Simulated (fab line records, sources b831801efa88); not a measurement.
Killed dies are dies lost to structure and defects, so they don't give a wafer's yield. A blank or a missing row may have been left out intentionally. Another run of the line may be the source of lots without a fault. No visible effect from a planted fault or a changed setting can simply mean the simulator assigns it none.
The same fault as seen by 2 desks | flow sky130 | numbers are kept per desk, each desk with only its own; the story behind them comes last

== AT THE TOOL OWNER'S DESK: pvd_sputter-01 ==
At SKY_CAP2M_SPUTTER_02 (material TiN, target thk 200 nm, time 166.7 s) the tool's own readings: per lot run on this tool, the mean of the sampled wafers that have a number. A lot is out of limits, marked OUT, if its mean lies more than 4 standard deviations from the usual mean; the brackets give that distance.
Columns: A = susceptor_temp_C at SKY_CAP2M_SPUTTER_02, usual 299.99 C; B = throttle_valve_pct at SKY_CAP2M_SPUTTER_02, usual 30.4 %
lot  | first seen here | A      | B
L748 | day 40 17:43    | 300.16 | 30.5
L749 | day 40 19:10    | 300.02 | 29.8
L756 | day 43 00:11    | 299.98 | 30.0
L757 | day 43 15:31    | 300.03 | 30.4
L761 | day 44 06:23    | 300.04 | 30.7
L759 | day 44 13:25    | 300.07 | 30.8
Result from this desk: across the 6 lots, nothing is out of limits.

== THE METROLOGY DESK ==
Means of the sampled wafers that have a number, per lot and without regard to the tool the lot ran on: this is what the gauges read. A lot is out of limits, marked OUT, if its mean lies more than 4 standard deviations from the usual mean; the brackets give that distance.
Columns: A = CAP2M_TIN_RS at SKY_CAP2M_RS_MEAS_03, usual 6.89 ohm/sq; B = CAP2M_TIN_THK at SKY_CAP2M_THK_MEAS_04, usual 197 nm; C = CAP2M_OVL at SKY_CAP2M_OVL_MEAS_12, usual 0.2 nm
lot  | first seen here | A    | B   | C
L748 | day 40 17:49    | 6.85 | 196 | -0.2
L749 | day 40 19:16    | 6.87 | 200 | 0.8
L753 | day 42 05:41    | 6.83 | 197 | -0.7
L754 | day 42 10:53    | 6.83 | 199 | 0.3
L755 | day 42 20:52    | 6.98 | 197 | 0.7
L756 | day 43 00:19    | 6.81 | 201 | -1.3
L757 | day 43 15:38    | 6.95 | 197 | -1.5
L761 | day 44 06:30    | 6.74 | 200 | 0.7
L759 | day 44 13:31    | 6.74 | 202 | -1.5
L768 | day 46 09:37    | 6.90 | 195 | -1.6
Result from this desk: across the 10 lots, nothing is out of limits.

== ALL TOGETHER ==
Nothing out of limits was seen by the tool owner's desk.
The metrology desk saw nothing out of limits.

== WHAT THE SIMULATOR PUT IN ==
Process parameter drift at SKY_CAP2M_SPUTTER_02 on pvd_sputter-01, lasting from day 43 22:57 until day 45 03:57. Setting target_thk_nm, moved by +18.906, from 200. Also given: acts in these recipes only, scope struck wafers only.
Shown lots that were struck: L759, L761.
